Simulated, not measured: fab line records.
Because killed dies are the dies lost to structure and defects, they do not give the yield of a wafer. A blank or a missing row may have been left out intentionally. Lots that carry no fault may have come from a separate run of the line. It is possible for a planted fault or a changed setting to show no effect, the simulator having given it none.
A struck lot beside a sound one || flow gf180mcu || 16 steps out of a route of 602
Sound: these wafers, L652.1, L652.2, L652.6. Struck: wafers L658.2, L658.3, L658.5. Last of all comes the cause.
Each step with rows lists, per side, the tool, then ch with its chambers, then its first start. Under that, the readings that differ: sound wafers || struck wafers || difference of the means || sigmas: that difference in standard deviations of wafers without a fault.
alike: words and numbers the same on both sides, and readings whose means are apart by under 2 such deviations; not compared: readings that were withheld, readings missing a value for some wafer, numbers with overlapping values and no deviation given by the record, and bounds like >300 which may hide the same value.
A row with sigmas, a row that says differs or no value, or rows on one side alone: a step with any of these is where the two part. Numbers that don't overlap but have no deviation are shown without sigmas and don't part them. A reading that every wafer of one side lacks parts them only if that side has two wafers or more.

GF_M3_SPUTTER_04: material TiN, target thk 50 nm, time 41.7 s.
  sound on pvdSputter-02, day 24 05:58; struck on pvdSputter-02, day 25 21:34
  alike: throttleValvePct
GF_M3_RS_MEAS_05: a four-point-probe measurement.
  sound on filmMetro-01, day 24 06:00; struck on filmMetro-04, day 25 21:38
{"reading": "M3_ALCU_RS (ohm/sq)", "sound": "0.0698 0.0712 0.0700", "struck": "0.0674 0.0688 0.0677", "difference": -0.0024, "sigmas": -3}
GF_M3_THK_MEAS_06: measures by xrf.
  sound on filmMetro-01, day 24 06:07; struck on filmMetro-04, day 25 21:44
  alike: M3_ALCU_THK
then, 7 steps without rows for these wafers: GF_M3_DEHYDRATE_07 (time 60 s); GF_M3_HMDS_08 (prime time 60 s); GF_M3_COAT_09 (resist thk 1000 nm); GF_M3_SOFTBAKE_10 (time 60 s); GF_M3_EXPOSE_11 (exposes mask Metal3, target cd 280 nm); GF_M3_PEB_12 (peb time 90 s); GF_M3_DEVELOP_13 (develop time 60 s).
GF_M3_CD_MEAS_14: the cd target is 280 nm.
  sound on cdSem-01, day 25 02:51; struck on cdSem-02, day 26 17:03
  alike: cdNm
GF_M3_OVL_MEAS_15:
  sound on overlay-01, day 25 02:58; struck on overlay-01, day 26 17:10
  alike: M3_OVL
GF_M3_METAL_ETCH_16: etches the open film in Cl2/BCl3, stops on SiO2, target depth 627.5 nm, time 104.6 s.
  sound on rieMetal-02 ch 0,1, day 25 03:00; struck on rieMetal-02 ch 0,1, day 26 17:11
{"reading": "biasW (W)", "sound": "139.6 140.5 139.6", "struck": "179.9 179.4 179.3", "difference": "+39.6", "sigmas": "+99 or more"}
{"reading": "throttleValvePct (%)", "sound": "28.262 28.269 28.261", "struck": "28.248 28.237 28.241", "difference": -0.022, "sigmas": -2}
{"reading": "model.KrF_of_M3_COAT_09.thkNm (nm)", "sound": "730.1 730.6 731", "struck": "713.8 712.5 714.4", "difference": -17.0, "sigmas": ""}
  alike: drypumpMotorCurrentA, oesProductAu
  not compared: rfHoursCounterH
GF_M3_STRIP_17: strips in O2/N2.
  sound on plasmaAsher-03 ch 0,1, day 25 03:07; struck on plasmaAsher-01 ch 0,1, day 26 17:18
{"reading": "heaterPowerW (W)", "sound": "262 261 267", "struck": "299 336 341", "difference": "+62", "sigmas": "+2"}
{"reading": "stripTimeToEndpointS (s)", "sound": "7.82 7.83 7.84", "struck": "7.65 7.66 7.67", "difference": -0.17, "sigmas": -3}
  alike: drypumpMotorCurrentA, o2FlowSccm, oesProductAu
  not compared: rfHoursCounterH
then, 2 steps without rows for these wafers: GF_M3_STRIP_18 (strips in post etch residue remover, time 1200 s); GF_PASSIVATION_PROBE_99.

## WHERE THEY PART
At GF_M3_RS_MEAS_05 first; at GF_M3_STRIP_17 last (within this record only).

WHY: what the simulator had put in
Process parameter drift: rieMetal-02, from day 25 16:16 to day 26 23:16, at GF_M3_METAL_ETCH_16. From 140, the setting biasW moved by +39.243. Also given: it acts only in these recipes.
